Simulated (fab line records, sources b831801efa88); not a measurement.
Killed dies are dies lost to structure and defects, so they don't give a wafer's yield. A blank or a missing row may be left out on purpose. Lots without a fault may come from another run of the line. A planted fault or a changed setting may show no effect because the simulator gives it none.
Which tool did it? | flow gf180mcu | 6 lots, 18 wafers sampled, at 2 steps of a route of 602

WHAT THE GAUGES READ, wafer by wafer
GF_HV_LDD_RS_MEAS_53: measures by four-point-probe.
lot  | measured     | on            | HV_LDD_RS (ohm/sq)
L572 | day 14 09:57 | film_metro-03 | 419.0 419.3 418.5
L574 | day 14 23:10 | film_metro-02 | 418.9 417.9 418.6
L579 | day 16 16:43 | film_metro-04 | 419.2 417.8 419.5
L584 | day 18 05:25 | film_metro-03 | 411.5 411.3 411.6
L589 | day 19 19:52 | film_metro-02 | 419.8 419.0 419.8
L591 | day 20 09:27 | film_metro-03 | 417.2 417.9 418.2

WHICH TOOL RAN EACH LOT (tool, then ch and the chambers of the sampled wafers, then the start)
lot  | GF_HV_LDD_IMPLANT_36
L572 | implanter-02 ch 0, day 13 11:47
L574 | implanter-01 ch 0, day 14 00:22
L579 | implanter-02 ch 0, day 15 17:32
L584 | implanter-01 ch 0, day 17 04:08
L589 | implanter-03 ch 0, day 18 18:09
L591 | implanter-03 ch 0, day 19 07:34
- GF_HV_LDD_IMPLANT_36

THE ANSWER, worked out from the rows above alone
Rule: what is usual is taken from the lots themselves. Put in order of their means at a reading, lots are off if they are a third of the lots or fewer, leave a main group of 4 or more, and stand apart from it by a gap of 3 or more times the standard deviation of the main group's means; of several such gaps the widest counts. A main group whose means are all the same, to the digits that the tables above print for the reading, isn't used. A lot without any number at a reading at which 4 lots or more have one is off too. The other lots that the step has rows for count as sound.
Off: L584, at GF_HV_LDD_RS_MEAS_53 (HV_LDD_RS). The main group: mean 418.7 ohm/sq, standard deviation 0.58.
A tool fits if, at a process step before that reading, it ran every lot that is off, and no sound lot after the first of them. The gauges at GF_HV_LDD_RS_MEAS_53 are tried like those tools. One fits: implanter-01 at GF_HV_LDD_IMPLANT_36. Its last sound lot is L574 (day 14 00:22), its first lot that is off L584 (day 17 04:08): a fault that began between those two fits.

WHAT THE SIMULATOR HAD PUT IN
Process parameter drift: implanter-01, from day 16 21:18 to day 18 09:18, at GF_HV_LDD_IMPLANT_36. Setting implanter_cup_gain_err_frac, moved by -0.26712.
Lots struck among those shown: L584. The rule above found the same.
